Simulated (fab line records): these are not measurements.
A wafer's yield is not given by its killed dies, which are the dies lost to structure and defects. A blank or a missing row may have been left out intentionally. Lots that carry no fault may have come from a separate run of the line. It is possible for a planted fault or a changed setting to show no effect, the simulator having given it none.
The tool behind it: which one? ; flow gf180mcu ; 18 wafers from 6 lots sampled at 4 of the route's 602 steps

== WHAT EACH GAUGE READ, for each wafer ==
GF_NSD_OVL_MEAS_08.
lot;measured;on;NSD_OVL (nm)
L899;day 13 20:49;overlay-01;1.4 1.3 0.0
L901;day 14 10:18;overlay-02;0.9 -1.3 0.4
L903;day 15 03:25;overlay-01;1.1 0.0 1.4
L905;day 15 19:26;overlay-01;227.2 226.2 226.7
L908;day 16 22:37;overlay-01;228.5 227.2 227.7
L916;day 19 21:12;overlay-02;1.0 0.5 1.1

== EACH LOT AND THE TOOL THAT RAN IT (in order: tool; ch and the chambers of the sampled wafers; start) ==
lot;GF_HV_LDD_STRIP_22;GF_HV_LDD_STRIP_49;GF_NSD_EXPOSE_04
L899;plasma-asher-03 ch 0,1, day 11 06:32;plasma-asher-03 ch 0,1, day 12 21:40;iline-stepper-02 ch 0, day 13 10:44
L901;plasma-asher-03 ch 0, day 11 20:03;plasma-asher-04 ch 0,1, day 13 11:13;iline-stepper-02 ch 0, day 14 00:14
L903;plasma-asher-04 ch 0,1, day 12 11:10;plasma-asher-04 ch 0,1, day 14 03:40;iline-stepper-02 ch 0, day 14 16:53
L905;plasma-asher-01 ch 0,1, day 13 01:38;plasma-asher-04 ch 0,1, day 14 19:14;iline-stepper-02 ch 0, day 15 08:56
L908;plasma-asher-03 ch 0,1, day 14 01:20;plasma-asher-01 ch 0,1, day 15 21:29;iline-stepper-02 ch 0, day 16 11:37
L916;plasma-asher-04 ch 0,1, day 16 17:38;plasma-asher-03 ch 0,1, day 18 17:56;iline-stepper-01 ch 0, day 19 09:01
- GF_HV_LDD_STRIP_22: strips in O2/N2.
- GF_HV_LDD_STRIP_49: strips in O2/N2.
- GF_NSD_EXPOSE_04: exposes mask Nplus, target cd 400 nm.

== THE ANSWER, worked out from the rows above alone ==
Rule: the lots themselves supply what counts as usual. The widest of any qualifying gaps counts: lots, ordered by their means at a reading, are off when they make up no more than a third of the lots, leave a main group of 4 or more, and stand apart from it by 3 or more times the standard deviation of that group's means. A main group is skipped when, at the precision printed for the reading in the tables above, its means are all equal. Also off: a lot with no number at a reading for which 4 or more lots have one. The other lots that the step has rows for count as sound.
Off: at GF_NSD_OVL_MEAS_08 (NSD_OVL), L905, L908. The main group: mean 0.7 nm, standard deviation 0.38.
If a tool, at a process step before that reading, ran all the lots that are off and no sound lot after the first of them, it fits. The gauges at GF_NSD_OVL_MEAS_08 are tried like those tools. Can't be told from this: 2 tools fit, iline-stepper-02 at GF_NSD_EXPOSE_04, overlay-01 at GF_NSD_OVL_MEAS_08.

== WHAT THE SIMULATOR HAD INSERTED ==
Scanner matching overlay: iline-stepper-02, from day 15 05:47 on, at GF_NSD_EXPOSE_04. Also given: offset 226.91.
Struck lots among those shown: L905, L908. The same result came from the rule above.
